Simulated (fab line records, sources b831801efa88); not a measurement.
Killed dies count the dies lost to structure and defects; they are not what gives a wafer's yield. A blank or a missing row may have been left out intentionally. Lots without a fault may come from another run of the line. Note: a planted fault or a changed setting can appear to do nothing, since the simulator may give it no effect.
Which tool is to blame? ; flow sky130 ; 6 lots (18 wafers sampled), 1 step of a 708-step route

## WHAT THE GAUGES SHOWED, per wafer
SKY_CONTACT_OVL_MEAS_15.
lot;measured;on;CONTACT_OVL (nm)
L809;day 32 23:28;overlay-02;-5 -5 -6
L812;day 33 07:45;overlay-02;9 11 2
L814;day 33 16:20;overlay-01;10 3 6
L825;day 36 22:46;overlay-01;-3 -4 1
L829;day 39 00:40;overlay-02;-9 -4 -4
L831;day 39 03:40;overlay-01;14 12 2

## TOOL THAT RAN EACH LOT (tool first, then ch and the chambers of the sampled wafers, then the start)
No process step before these readings appears in the record.

## THE ANSWER, worked out from the rows above alone
Rule: what is usual is taken from the lots themselves. Put in order of their means at a reading, lots are off if they are a third of the lots or fewer, leave a main group of 4 or more, and stand apart from it by a gap of 3 or more times the standard deviation of the main group's means; of several such gaps the widest counts. If all means in a main group match to the digits the tables above print for the reading, that group is not used. A lot without any number at a reading at which 4 lots or more have one is off too. The other lots that the step has rows for count as sound.
No lot is off at any reading shown: from this, nothing can be told.

## WHAT HAD BEEN PUT IN BY THE SIMULATOR
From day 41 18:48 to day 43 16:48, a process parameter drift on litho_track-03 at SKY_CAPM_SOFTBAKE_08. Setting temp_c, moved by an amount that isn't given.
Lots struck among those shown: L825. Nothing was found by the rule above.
